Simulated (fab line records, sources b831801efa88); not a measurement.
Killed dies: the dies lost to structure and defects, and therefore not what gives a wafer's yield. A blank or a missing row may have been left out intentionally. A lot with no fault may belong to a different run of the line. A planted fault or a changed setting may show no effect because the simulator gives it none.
fab line records	flow sky130
record lots=12	wafers=36	lastDay=50
route steps=708 shown SONOS_ONO@173 RES_PROTECT@214 POLY_GATE@218 PAD_OPEN@708
lots with no fault: from the same line, run without faults
startH: start of the lot's first displayed wafer, in hours after the record's first day	waitH: hours since the lot's step before	" the same as in the row above	L1.1+2: several wafers, shown together as one row	- either no value or no given start	* or withheld: withheld	< > ~ a bound
route shown NAME@n: names a module that has steps shown in the file, with the first one's number in the route	usual: the fault-free wafers' mean and standard deviation	same: alike in all rows	chamber/n: place in a boat	sites: the reading at each site	_std_site: standard deviation of those values	_edge_site: the outer-site mean with the inner-site mean subtracted	radiusMm: for every site, how far away it sits from the centre of the wafer	mask NAME#n: copy n	behind: the last tool/chamber to shape the wafer	hold: reason for holding the lot/hours on hold/outcome of the hold	device: which transistor (n, p or np) failed to switch	end of line: the tests these same wafers got at the end of their route	where a step has no rows: the recipe by itself	killed: dies lost to structure and defects at the first sort, not the wafer's yield	map: a wafer's dies, marking killed ones x, the rest . and places with no die _
set.NAME: the setting the step ran with; set.NAME@STEP: the setting that earlier step ran with	model.NAME: the simulator's own value behind a step, which no gauge read
the route's steps for a sample of lots (tables are steps, rows are wafers)
services: a tool's chamber out of use, with start hour (startH, from the record's first day; less than 0 if before it), hours out, and reason
## steps
# step SKY_SONOS_ONO_THK_MEAS_05
# recipe reads=SiO2_of_SONOS_ONO_CVD_04
# usual SONOS_ONO_CVD_04_THK=5.67/0.11
lot.wafer	tool	chamber	startH	waitH	SONOS_ONO_CVD_04_THK[nm]
L500.1	filmMetro-03	-	260.31	0.0	5.80
L500.3	"	-	"	"	5.74
L500.6	"	-	"	"	5.78
L501.2	filmMetro-03	-	265.80	0.0	5.66
L501.5	"	-	"	"	5.79
L501.6	"	-	"	"	5.88
L504.2	filmMetro-02	-	283.61	0.0	5.76
L504.3	"	-	"	"	5.77
L504.6	"	-	"	"	5.67
L505.1	filmMetro-02	-	297.23	0.0	5.72
L505.3	"	-	"	"	5.69
L505.5	"	-	"	"	5.77
L512.1	filmMetro-02	-	352.13	0.0	5.82
L512.3	"	-	"	"	5.79
L512.5	"	-	"	"	5.63
L514.1	filmMetro-04	-	365.84	0.0	5.58
L514.2	"	-	"	"	5.51
L514.6	"	-	"	"	5.50
L515.1	filmMetro-04	-	372.83	0.0	5.48
L515.2	"	-	"	"	5.42
L515.5	"	-	"	"	5.58
L516.1	filmMetro-02	-	385.87	0.0	5.69
L516.4	"	-	"	"	5.66
L516.5	"	-	"	"	5.56
L517.2	filmMetro-03	-	392.89	0.0	5.43
L517.5	"	-	"	"	5.40
L517.6	"	-	"	"	5.52
L518.1	filmMetro-04	-	402.94	0.0	5.74
L518.3	"	-	"	"	5.66
L518.5	"	-	"	"	5.70
L522.1	filmMetro-04	-	438.12	0.0	5.55
L522.4	"	-	"	"	5.56
L522.6	"	-	"	"	5.47
L523.1	filmMetro-03	-	443.68	0.0	5.48
L523.2	"	-	"	"	5.53
L523.6	"	-	"	"	5.52
# step SKY_RES_PROTECT_STRIP_07
# recipe chemistry=O2/N2	powerW=1400	pressureMtorr=1500	platenTempC=withheld	o2FlowSccm=3000	n2FlowSccm=300	overashFraction=0.5
# usual drypumpMotorCurrentA=5.91/0.27	oesProductAu=0.516/0.0049	stripTimeToEndpointS=23.36/0.033
lot.wafer	tool	chamber	startH	waitH	drypumpMotorCurrentA	oesProductAu	rfHoursCounterH	stripTimeToEndpointS
L500.1	plasmaAsher-03	0	344.01	0.1	5.58	0.517	52	23.38
L500.3	"	1	"	"	5.94	0.514	-	23.37
L500.6	"	0	"	"	5.56	0.504	-	23.38
L501.2	plasmaAsher-04	1	346.37	0.1	6.02	0.522	59	23.37
L501.5	"	1	"	"	6.02	0.520	-	23.34
L501.6	"	0	"	"	6.12	0.508	-	23.36
L504.2	plasmaAsher-01	1	370.95	0.1	5.45	0.514	26	23.42
L504.3	"	0	"	"	6.24	0.524	-	23.39
L504.6	"	0	"	"	6.24	0.520	-	23.37
L505.1	plasmaAsher-03	1	386.32	0.1	5.93	0.509	56	23.36
L505.3	"	0	"	"	5.58	0.522	-	23.37
L505.5	"	0	"	"	5.57	0.516	-	23.41
L512.1	plasmaAsher-04	0	447.60	0.1	6.08	0.526	68	23.32
L512.3	"	0	"	"	6.08	0.522	-	23.32
L512.5	"	0	"	"	6.07	0.518	-	23.35
L514.1	plasmaAsher-03	0	462.91	0.1	5.56	0.520	64	23.38
L514.2	"	1	"	"	5.97	0.522	64	23.36
L514.6	"	1	"	"	5.95	0.516	-	23.37
L515.1	plasmaAsher-04	1	473.82	0.1	6.04	0.516	70	23.39
L515.2	"	0	"	"	6.12	0.522	70	23.34
L515.5	"	1	"	"	6.01	0.518	-	23.35
L516.1	plasmaAsher-01	1	483.80	0.1	5.41	0.520	38	23.37
L516.4	"	0	"	"	6.26	0.512	-	23.29
L516.5	"	0	"	"	6.28	0.511	-	23.39
L517.2	plasmaAsher-01	1	491.30	0.1	5.43	0.521	39	23.35
L517.5	"	0	"	"	6.27	0.518	-	23.31
L517.6	"	1	"	"	5.43	0.519	-	23.33
L518.1	plasmaAsher-03	1	502.10	0.1	5.95	0.509	68	23.43
L518.3	"	0	"	"	5.55	0.513	-	23.43
L518.5	"	0	"	"	5.58	0.511	-	23.38
L522.1	plasmaAsher-03	1	535.42	0.1	5.97	0.517	71	23.35
L522.4	"	0	"	"	5.57	0.512	-	23.37
L522.6	"	1	"	"	5.94	0.509	-	23.38
L523.1	plasmaAsher-04	1	541.90	0.1	6.02	0.508	76	23.36
L523.2	"	0	"	"	6.12	0.516	76	23.40
L523.6	"	1	"	"	6.01	0.513	-	23.38
# step SKY_POLY_GATE_THK_MEAS_04
# recipe reads=Si3N4_of_POLY_GATE_CVD_03
# usual POLY_GATE_CVD_03_THK=75.2/0.72
lot.wafer	tool	chamber	startH	waitH	POLY_GATE_CVD_03_THK[nm]
L500.1	filmMetro-03	-	346.11	0.0	76.2
L500.3	"	-	"	"	76.1
L500.6	"	-	"	"	76.8
L501.2	filmMetro-01	-	347.99	0.0	75.9
L501.5	"	-	"	"	75.8
L501.6	"	-	"	"	75.5
L504.2	filmMetro-02	-	372.53	0.0	75.3
L504.3	"	-	"	"	75.7
L504.6	"	-	"	"	75.6
L505.1	filmMetro-03	-	387.89	0.0	74.8
L505.3	"	-	"	"	74.6
L505.5	"	-	"	"	74.2
L512.1	filmMetro-01	-	449.17	0.0	74.9
L512.3	"	-	"	"	74.8
L512.5	"	-	"	"	75.1
L514.1	filmMetro-03	-	464.57	0.0	74.7
L514.2	"	-	"	"	75.3
L514.6	"	-	"	"	74.8
L515.1	filmMetro-01	-	477.70	0.0	76.3
L515.2	"	-	"	"	75.6
L515.5	"	-	"	"	75.5
L516.1	filmMetro-01	-	486.05	0.0	75.9
L516.4	"	-	"	"	75.7
L516.5	"	-	"	"	75.2
L517.2	filmMetro-03	-	493.56	0.0	76.6
L517.5	"	-	"	"	75.6
L517.6	"	-	"	"	76.1
L518.1	filmMetro-01	-	503.67	0.0	75.2
L518.3	"	-	"	"	75.4
L518.5	"	-	"	"	74.9
L522.1	filmMetro-03	-	538.83	0.0	74.5
L522.4	"	-	"	"	74.3
L522.6	"	-	"	"	74.3
L523.1	filmMetro-01	-	543.47	0.0	73.9
L523.2	"	-	"	"	74.2
L523.6	"	-	"	"	74.0
# step SKY_POLY_GATE_OXIDATION_20
# recipe tempC=850	ambient=O2	stabiliseS=600	purgeS=300	targetThkA=40	oxTimeS=899
# usual spikeTcBottomC=867/4.3	spikeTcCentreC=849.9/1.5	spikeTcLowerC=851.1/1	spikeTcTopC=864.1/1.2	spikeTcUpperC=850.9/1	zonePowerLowerPct=15.5/0.54	zonePowerTopPct=30.6/0.3
lot.wafer	tool	chamber	startH	waitH	spikeTcBottomC	spikeTcCentreC	spikeTcLowerC	spikeTcTopC	spikeTcUpperC	zonePowerLowerPct	zonePowerTopPct
L500.1	furnace-01	0	376.59	1.4	872	851.8	851.1	863.5	849.2	15.0	31.0
L500.3	"	0	"	"	872	851.3	850.9	864.0	851.5	14.8	30.8
L500.6	"	0	"	"	874	849.6	851.2	864.7	851.7	14.7	30.4
L501.2	furnace-02	0	377.50	0.8	863	850.0	852.4	864.0	850.4	16.0	30.6
L501.5	"	0	"	"	864	849.3	851.4	863.2	852.5	15.8	30.6
L501.6	"	0	"	"	866	848.2	852.6	863.2	850.1	15.8	30.9
L504.2	furnace-02	0	403.26	0.7	864	849.4	849.9	862.0	849.8	16.1	29.7
L504.3	"	0	"	"	863	848.9	850.5	862.6	848.9	16.2	30.9
L504.6	"	0	"	"	864	847.3	851.0	863.4	850.9	15.9	30.5
L505.1	furnace-01	0	419.53	0.7	873	851.5	850.0	864.5	850.6	14.9	30.5
L505.3	"	0	"	"	872	850.7	851.3	866.5	851.7	15.0	30.4
L505.5	"	0	"	"	872	851.7	852.7	865.2	850.4	15.2	30.9
L512.1	furnace-01	0	481.21	0.0	874	851.3	851.1	866.9	852.2	15.0	30.1
L512.3	"	0	"	"	873	850.9	853.0	865.8	849.7	14.6	30.8
L512.5	"	0	"	"	872	850.5	851.8	865.4	852.8	14.9	31.3
L514.1	furnace-01	0	496.35	0.0	874	851.2	851.5	864.6	852.4	15.0	31.0
L514.2	"	0	"	"	872	852.3	850.6	863.7	851.7	14.8	30.6
L514.6	"	0	"	"	873	850.6	849.3	863.6	852.4	14.9	30.4
L515.1	furnace-02	0	509.85	0.6	896	881.2	882.6	893.7	884.7	17.2	32.2
L515.2	"	0	"	"	895	882.5	884.5	895.9	883.8	17.2	32.5
L515.5	"	0	"	"	896	880.9	884.2	894.8	884.0	17.3	32.5
L516.1	furnace-02	0	517.56	0.0	895	880.4	883.0	896.2	883.6	17.3	32.3
L516.4	"	0	"	"	896	879.5	884.2	895.2	884.3	17.0	31.8
L516.5	"	0	"	"	899	883.3	883.2	898.8	882.0	17.2	32.6
L517.2	furnace-01	0	524.66	0.0	872	850.6	850.4	865.1	851.0	14.9	30.5
L517.5	"	0	"	"	872	851.1	849.4	863.4	850.3	14.8	31.0
L517.6	"	0	"	"	871	849.9	851.5	863.6	850.1	14.9	30.9
L518.1	furnace-01	0	535.09	0.0	872	852.4	850.8	864.2	851.2	15.0	31.1
L518.3	"	0	"	"	872	852.3	849.6	864.8	850.6	14.9	31.2
L518.5	"	0	"	"	872	850.1	852.4	863.6	850.8	15.1	30.5
L522.1	furnace-01	0	570.31	0.0	871	851.3	850.4	864.7	852.3	14.9	30.5
L522.4	"	0	"	"	872	852.7	850.9	864.4	851.4	14.9	30.3
L522.6	"	0	"	"	872	852.0	850.1	864.7	851.2	14.8	31.0
L523.1	furnace-01	0	574.90	0.0	872	852.1	849.1	865.2	853.3	15.0	31.1
L523.2	"	0	"	"	873	850.1	850.3	864.6	850.5	14.9	30.4
L523.6	"	0	"	"	873	850.0	849.3	866.8	852.1	15.0	31.1
# step SKY_POLY_GATE_THK_MEAS_21
# recipe reads=SiO2_of_POLY_GATE_OXIDATION_20
# usual POLY_GATE_OXIDATION_THK=3.99/0.075
lot.wafer	tool	chamber	startH	waitH	POLY_GATE_OXIDATION_THK[nm]
L500.1	filmMetro-01	-	377.84	0.0	4.14
L500.3	"	-	"	"	4.20
L500.6	"	-	"	"	4.13
L501.2	filmMetro-02	-	378.76	0.0	4.00
L501.5	"	-	"	"	3.96
L501.6	"	-	"	"	4.02
L504.2	filmMetro-02	-	404.52	0.0	4.08
L504.3	"	-	"	"	4.01
L504.6	"	-	"	"	4.11
L505.1	filmMetro-02	-	420.78	0.0	4.00
L505.3	"	-	"	"	3.98
L505.5	"	-	"	"	3.95
L512.1	filmMetro-01	-	482.46	0.0	4.04
L512.3	"	-	"	"	3.97
L512.5	"	-	"	"	4.00
L514.1	filmMetro-01	-	497.60	0.0	4.03
L514.2	"	-	"	"	4.13
L514.6	"	-	"	"	4.00
L515.1	filmMetro-03	-	511.10	0.0	5.82
L515.2	"	-	"	"	6.02
L515.5	"	-	"	"	5.87
L516.1	filmMetro-03	-	518.81	0.0	5.88
L516.4	"	-	"	"	5.90
L516.5	"	-	"	"	5.78
L517.2	filmMetro-03	-	525.91	0.0	3.98
L517.5	"	-	"	"	3.99
L517.6	"	-	"	"	3.93
L518.1	filmMetro-01	-	536.34	0.0	3.94
L518.3	"	-	"	"	3.95
L518.5	"	-	"	"	3.93
L522.1	filmMetro-03	-	571.56	0.0	3.91
L522.4	"	-	"	"	4.03
L522.6	"	-	"	"	3.90
L523.1	filmMetro-01	-	576.15	0.0	4.03
L523.2	"	-	"	"	3.90
L523.6	"	-	"	"	3.91
# step SKY_PAD_OPEN_PROBE_99
# usual killed_at_M0_to_M3=43/5.9	killed_at_M4_up=2.9/1.5	killedAtContacts=24/5	killedAtFrontEnd=15/4.8	killedAtOther=0.2/0.5	killedDies=86/9.3	killedOpen=47/7.1	killedShort=38/6.3
# same grossDies=492	killedAtBackSide=0
lot.wafer	tool	chamber	startH	waitH	killed_at_M0_to_M3	killed_at_M4_up	killedAtContacts	killedAtFrontEnd	killedAtOther	killedDies	killedOpen	killedShort
L500.1	prober-01	-	1088.87	0.1	51	2	20	7	0	80	43	37
L500.3	prober-01	-	1088.97	0.2	37	2	22	16	1	78	43	35
L500.6	prober-01	-	1089.12	0.2	46	3	28	10	0	87	52	35
L501.2	prober-02	-	1090.42	0.1	50	2	23	14	0	89	58	31
L501.5	prober-02	-	1090.57	0.2	35	5	25	13	1	79	42	37
L501.6	prober-02	-	1090.62	0.2	47	6	19	18	0	90	48	42
L504.2	prober-01	-	1101.79	0.1	37	1	18	23	1	80	43	37
L504.3	prober-01	-	1101.84	0.2	39	4	21	19	0	83	44	39
L504.6	prober-01	-	1101.99	0.2	46	3	19	18	0	86	50	36
L505.1	prober-02	-	1112.70	0.1	44	3	28	14	1	90	46	44
L505.3	prober-02	-	1112.80	0.2	34	3	25	25	0	87	47	40
L505.5	prober-02	-	1112.90	0.2	46	2	23	17	0	88	47	41
L512.1	prober-01	-	1154.49	0.1	49	7	28	9	0	93	55	38
L512.3	prober-01	-	1154.59	0.2	46	2	28	13	0	89	47	42
L512.5	prober-01	-	1154.69	0.2	42	5	12	16	0	75	43	32
L514.1	prober-01	-	1165.55	0.1	46	2	25	15	2	90	48	42
L514.2	prober-01	-	1165.60	0.1	46	1	35	19	0	101	63	38
L514.6	prober-01	-	1165.80	0.2	52	1	24	16	0	93	60	33
L515.1	prober-02	-	1172.09	0.1	33	4	26	11	0	74	37	37
L515.2	prober-02	-	1172.14	0.1	47	3	27	8	0	85	45	40
L515.5	prober-02	-	1172.29	0.2	47	3	27	13	0	90	47	43
L516.1	prober-01	-	1176.94	0.1	48	1	28	12	0	89	49	40
L516.4	prober-01	-	1177.09	0.2	46	0	27	13	0	86	46	40
L516.5	prober-01	-	1177.14	0.2	51	5	26	22	2	106	66	40
L517.2	prober-01	-	1183.57	0.1	34	0	27	15	0	76	42	34
L517.5	prober-01	-	1183.72	0.2	49	4	25	14	1	93	47	46
L517.6	prober-01	-	1183.77	0.2	44	1	24	18	0	87	46	41
L518.1	prober-02	-	1188.99	0.1	27	3	26	6	2	64	40	24
L518.3	prober-02	-	1189.09	0.2	35	3	23	11	0	72	41	31
L518.5	prober-02	-	1189.19	0.2	36	5	35	25	0	101	47	54
L522.1	prober-02	-	1208.84	0.1	42	3	26	17	1	89	51	38
L522.4	prober-02	-	1208.99	0.2	39	1	25	18	1	84	47	37
L522.6	prober-02	-	1209.09	0.2	40	3	27	13	0	83	41	42
L523.1	prober-01	-	1209.08	0.1	50	5	21	13	0	89	51	38
L523.2	prober-01	-	1209.13	0.1	41	5	30	16	0	92	58	34
L523.6	prober-01	-	1209.33	0.2	43	4	23	10	1	81	41	40
# killed by level:class
L500.1 VIA1:geometricParticle:open=12 CONTACT:geometricParticle:open=9 METAL2:geometricParticle:short=8 VIA3:geometricParticle:open=7 LI_CONTACT:geometricParticle:open=6 METAL1:geometricParticle:short=6 VIA1:geometricParticle:short=4 VIA2:geometricParticle:open=4
L500.3 CONTACT:geometricParticle:open=9 METAL2:geometricParticle:short=7 VIA3:geometricParticle:open=7 POLY_GATE:geometricParticle:open=6 VIA1:geometricParticle:open=6 POLY_GATE:geometricParticle:short=5 LI_CONTACT:geometricParticle:open=5 CONTACT:geometricParticle:short=5
L500.6 LI_CONTACT:geometricParticle:open=9 VIA2:geometricParticle:open=9 VIA1:geometricParticle:open=8 CONTACT:geometricParticle:short=6 CONTACT:geometricParticle:open=6 VIA3:geometricParticle:open=6 METAL1:geometricParticle:short=6 FIELD_ISO:geometricParticle:open=5
L501.2 VIA1:geometricParticle:open=15 CONTACT:geometricParticle:open=10 VIA2:geometricParticle:open=10 VIA3:geometricParticle:open=7 CONTACT:geometricParticle:short=5 FIELD_ISO:geometricParticle:open=4 METAL1:geometricParticle:short=4 METAL2:geometricParticle:short=4
L501.5 CONTACT:geometricParticle:open=8 VIA2:geometricParticle:open=7 LI_CONTACT:geometricParticle:open=6 FIELD_ISO:geometricParticle:short=5 METAL1:geometricParticle:short=5 METAL2:geometricParticle:open=5 LOCAL_INTERCONNECT:geometricParticle:short=4 VIA1:geometricParticle:open=4
L501.6 VIA1:geometricParticle:open=13 FIELD_ISO:geometricParticle:open=6 VIA1:geometricParticle:short=6 CONTACT:geometricParticle:open=6 METAL2:geometricParticle:short=6 VIA3:geometricParticle:open=6 POLY_GATE:geometricParticle:short=4 LI_CONTACT:geometricParticle:short=4
L504.2 POLY_GATE:geometricParticle:short=11 CONTACT:geometricParticle:open=9 METAL2:geometricParticle:short=8 VIA1:geometricParticle:open=6 VIA3:geometricParticle:open=6 VIA2:geometricParticle:open=6 LI_CONTACT:geometricParticle:short=4 METAL1:geometricParticle:short=4
L504.3 CONTACT:geometricParticle:open=11 METAL2:geometricParticle:short=8 POLY_GATE:geometricParticle:short=7 VIA1:geometricParticle:open=7 VIA3:geometricParticle:open=6 POLY_GATE:geometricParticle:open=5 LI_CONTACT:geometricParticle:short=4 LI_CONTACT:geometricParticle:open=4
L504.6 VIA3:geometricParticle:open=11 METAL1:geometricParticle:short=11 LI_CONTACT:geometricParticle:open=9 VIA2:geometricParticle:open=7 POLY_GATE:geometricParticle:open=6 CONTACT:geometricParticle:open=5 VIA1:geometricParticle:open=5 FIELD_ISO:geometricParticle:short=4
L505.1 VIA1:geometricParticle:open=14 CONTACT:geometricParticle:open=10 FIELD_ISO:geometricParticle:short=8 LI_CONTACT:geometricParticle:open=7 CONTACT:geometricParticle:short=7 METAL2:geometricParticle:short=5 VIA2:geometricParticle:short=5 VIA1:geometricParticle:short=4
L505.3 LI_CONTACT:geometricParticle:open=11 FIELD_ISO:geometricParticle:short=8 FIELD_ISO:geometricParticle:open=8 VIA3:geometricParticle:open=8 VIA1:geometricParticle:open=7 CONTACT:geometricParticle:short=5 METAL1:geometricParticle:short=5 POLY_GATE:geometricParticle:short=4
L505.5 VIA1:geometricParticle:open=11 VIA3:geometricParticle:open=9 LOCAL_INTERCONNECT:geometricParticle:short=8 LI_CONTACT:geometricParticle:open=6 FIELD_ISO:geometricParticle:open=5 METAL2:geometricParticle:short=5 POLY_GATE:geometricParticle:open=4 POLY_GATE:geometricParticle:short=4
L512.1 CONTACT:geometricParticle:open=15 VIA1:geometricParticle:open=13 VIA2:geometricParticle:open=8 METAL2:geometricParticle:short=6 VIA3:geometricParticle:open=6 METAL1:geometricParticle:short=5 VIA1:geometricParticle:short=5 LI_CONTACT:geometricParticle:open=4
L512.3 VIA1:geometricParticle:open=11 CONTACT:geometricParticle:short=8 VIA3:geometricParticle:open=7 CONTACT:geometricParticle:open=7 VIA2:geometricParticle:open=7 VIA1:geometricParticle:short=6 LI_CONTACT:geometricParticle:open=5 METAL2:geometricParticle:short=5
L512.5 VIA1:geometricParticle:open=11 VIA3:geometricParticle:open=8 VIA1:geometricParticle:short=5 FIELD_ISO:geometricParticle:short=4 FIELD_ISO:geometricParticle:open=4 CONTACT:geometricParticle:open=4 VIA2:geometricParticle:short=4 SPACER:geometricParticle:open=3
L514.1 CONTACT:geometricParticle:open=11 VIA3:geometricParticle:open=8 VIA1:geometricParticle:open=7 VIA1:geometricParticle:short=7 FIELD_ISO:geometricParticle:open=5 LI_CONTACT:geometricParticle:open=5 LOCAL_INTERCONNECT:geometricParticle:short=5 VIA2:geometricParticle:open=5
L514.2 CONTACT:geometricParticle:open=16 LI_CONTACT:geometricParticle:open=9 VIA2:geometricParticle:open=9 VIA1:geometricParticle:open=8 FIELD_ISO:geometricParticle:open=6 CONTACT:geometricParticle:short=6 VIA3:geometricParticle:open=6 POLY_GATE:geometricParticle:short=5
L514.6 VIA1:geometricParticle:open=14 METAL2:geometricParticle:short=10 CONTACT:geometricParticle:open=10 LI_CONTACT:geometricParticle:open=9 VIA3:geometricParticle:open=9 VIA2:geometricParticle:open=5 SPACER:geometricParticle:open=4 SPACER:geometricParticle:short=3
L515.1 CONTACT:geometricParticle:open=11 VIA1:geometricParticle:open=7 LI_CONTACT:geometricParticle:open=6 LOCAL_INTERCONNECT:geometricParticle:short=5 METAL1:geometricParticle:short=5 VIA1:geometricParticle:short=5 FIELD_ISO:geometricParticle:open=4 METAL2:geometricParticle:short=4
L515.2 LI_CONTACT:geometricParticle:open=12 VIA2:geometricParticle:open=9 VIA1:geometricParticle:open=9 CONTACT:geometricParticle:short=7 VIA1:geometricParticle:short=5 VIA2:geometricParticle:short=5 VIA3:geometricParticle:open=5 METAL1:geometricParticle:short=4
L515.5 CONTACT:geometricParticle:open=11 VIA1:geometricParticle:open=10 METAL2:geometricParticle:short=8 VIA2:geometricParticle:open=8 LOCAL_INTERCONNECT:geometricParticle:short=6 METAL1:geometricParticle:short=6 VIA1:geometricParticle:short=6 LI_CONTACT:geometricParticle:open=5
L516.1 VIA1:geometricParticle:open=15 CONTACT:geometricParticle:open=8 VIA1:geometricParticle:short=8 VIA2:geometricParticle:open=8 LI_CONTACT:geometricParticle:open=7 CONTACT:geometricParticle:short=6 VIA3:geometricParticle:open=6 FIELD_ISO:geometricParticle:short=5
L516.4 VIA1:geometricParticle:open=13 CONTACT:geometricParticle:open=11 METAL1:geometricParticle:short=7 LOCAL_INTERCONNECT:geometricParticle:short=5 VIA3:geometricParticle:open=5 LI_CONTACT:geometricParticle:open=4 METAL2:geometricParticle:short=4 VIA1:geometricParticle:short=4
L516.5 VIA1:geometricParticle:open=20 CONTACT:geometricParticle:open=11 VIA3:geometricParticle:open=10 LI_CONTACT:geometricParticle:open=7 FIELD_ISO:geometricParticle:open=6 VIA1:geometricParticle:short=6 POLY_GATE:geometricParticle:open=5 METAL1:geometricParticle:short=5
L517.2 CONTACT:geometricParticle:open=8 LI_CONTACT:geometricParticle:open=6 METAL1:geometricParticle:short=6 POLY_GATE:geometricParticle:open=5 VIA1:geometricParticle:short=5 VIA1:geometricParticle:open=5 LOCAL_INTERCONNECT:geometricParticle:short=4 METAL2:geometricParticle:short=4
L517.5 VIA1:geometricParticle:open=13 LI_CONTACT:geometricParticle:open=9 VIA2:geometricParticle:open=7 METAL1:geometricParticle:short=6 CONTACT:geometricParticle:open=5 VIA1:geometricParticle:short=5 METAL3:geometricParticle:short=5 LOCAL_INTERCONNECT:geometricParticle:short=4
L517.6 VIA1:geometricParticle:open=10 FIELD_ISO:geometricParticle:open=7 CONTACT:geometricParticle:short=7 CONTACT:geometricParticle:open=7 VIA2:geometricParticle:open=6 LOCAL_INTERCONNECT:geometricParticle:short=5 METAL2:geometricParticle:short=5 POLY_GATE:geometricParticle:open=4
L518.1 CONTACT:geometricParticle:open=12 LI_CONTACT:geometricParticle:open=10 VIA1:geometricParticle:open=5 VIA2:geometricParticle:open=5 METAL1:geometricParticle:short=3 VIA1:geometricParticle:short=3 METAL2:geometricParticle:short=3 VIA2:geometricParticle:short=3
L518.3 VIA1:geometricParticle:open=9 LI_CONTACT:geometricParticle:open=9 METAL2:geometricParticle:short=6 VIA3:geometricParticle:open=6 CONTACT:geometricParticle:open=5 CONTACT:geometricParticle:short=5 FIELD_ISO:geometricParticle:open=4 VIA1:geometricParticle:short=4
L518.5 LI_CONTACT:geometricParticle:open=14 LOCAL_INTERCONNECT:geometricParticle:short=10 POLY_GATE:geometricParticle:short=5 POLY_GATE:geometricParticle:open=5 SPACER:geometricParticle:open=5 VIA1:geometricParticle:short=5 CONTACT:geometricParticle:open=5 METAL1:geometricParticle:short=5
L522.1 VIA1:geometricParticle:open=10 POLY_GATE:geometricParticle:open=9 CONTACT:geometricParticle:open=7 VIA2:geometricParticle:open=7 LOCAL_INTERCONNECT:geometricParticle:short=6 LI_CONTACT:geometricParticle:open=5 CONTACT:geometricParticle:short=5 METAL2:geometricParticle:open=5
L522.4 CONTACT:geometricParticle:open=10 FIELD_ISO:geometricParticle:open=8 VIA1:geometricParticle:open=8 VIA1:geometricParticle:short=6 CONTACT:geometricParticle:short=6 LI_CONTACT:geometricParticle:open=5 VIA3:geometricParticle:open=5 POLY_GATE:geometricParticle:short=4
L523.1 VIA1:geometricParticle:open=16 VIA2:geometricParticle:open=11 METAL2:geometricParticle:short=7 LI_CONTACT:geometricParticle:open=6 CONTACT:geometricParticle:open=6 METAL1:geometricParticle:short=5 VIA3:geometricParticle:short=4 FIELD_ISO:geometricParticle:short=3
L522.6 CONTACT:geometricParticle:open=10 METAL1:geometricParticle:short=6 VIA1:geometricParticle:open=6 VIA2:geometricParticle:open=6 POLY_GATE:geometricParticle:open=5 LOCAL_INTERCONNECT:geometricParticle:short=5 CONTACT:geometricParticle:short=5 METAL2:geometricParticle:short=5
L523.2 CONTACT:geometricParticle:open=12 VIA1:geometricParticle:open=11 LI_CONTACT:geometricParticle:open=9 VIA2:geometricParticle:open=8 FIELD_ISO:geometricParticle:short=5 METAL1:geometricParticle:short=5 CONTACT:geometricParticle:short=5 VIA3:geometricParticle:open=5
L523.6 VIA1:geometricParticle:open=9 LI_CONTACT:geometricParticle:open=7 VIA1:geometricParticle:short=5 VIA3:geometricParticle:open=5 VIA3:geometricParticle:short=5 POLY_GATE:geometricParticle:short=4 CONTACT:geometricParticle:short=4 LOCAL_INTERCONNECT:geometricParticle:short=4
## services
tool	chamber	startH	hours	kind
furnace-02	-	334.64	1.1	pm
plasmaAsher-03	-	353.31	1.8	repair
plasmaAsher-03	-	357.79	8.6	repair
furnace-01	-	367.13	3.5	pm
plasmaAsher-01	-	379.05	2.8	pm
furnace-01	-	389.10	1.5	repair
plasmaAsher-04	-	398.06	14.6	pm
furnace-01	-	404.13	3.8	pm
furnace-02	-	418.58	3.2	pm
furnace-02	-	421.76	3.4	pm
plasmaAsher-04	-	443.68	1.4	repair
furnace-01	-	454.05	3.4	pm
plasmaAsher-04	-	482.46	13.5	repair
plasmaAsher-03	-	555.24	14.6	pm
furnace-01	-	562.31	2.1	repair
## key
firstSign step=SKY_POLY_GATE_OXIDATION_20	reading=spikeTcUpperC	direction=up	sigmas=32	usual=850.9	struck=883.7
effect step=SKY_POLY_GATE_OXIDATION_20	reading=spikeTcLowerC	direction=up	sigmas=31	usual=851.1	struck=883.6
effect step=SKY_POLY_GATE_THK_MEAS_21	reading=POLY_GATE_OXIDATION_THK	direction=up	sigmas=25	usual=3.99	struck=5.88
metAt SKY_POLY_GATE_OXIDATION_20
struckLots L515,L516
testerLeftOut L515,L516
notActingAt SKY_SONOS_ONO_THK_MEAS_05,SKY_RES_PROTECT_STRIP_07,SKY_POLY_GATE_THK_MEAS_04
onsetBetween 403.26 509.85
fault kind=processParameterDrift	tool=furnace-02	chamber=-	onsetH=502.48	steps=SKY_POLY_GATE_OXIDATION_20	channel=tempC	offset=*	shape=step	endH=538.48	actsIn=*	stated=*
# testerLeftOut: of these lots the tester's yield and bins aren't shown, on N5 and GAA mostly nor the transistor test; their killed dies are dies lost to structure and defects alone, not to doping, threshold or leakage, so they don't give the yield
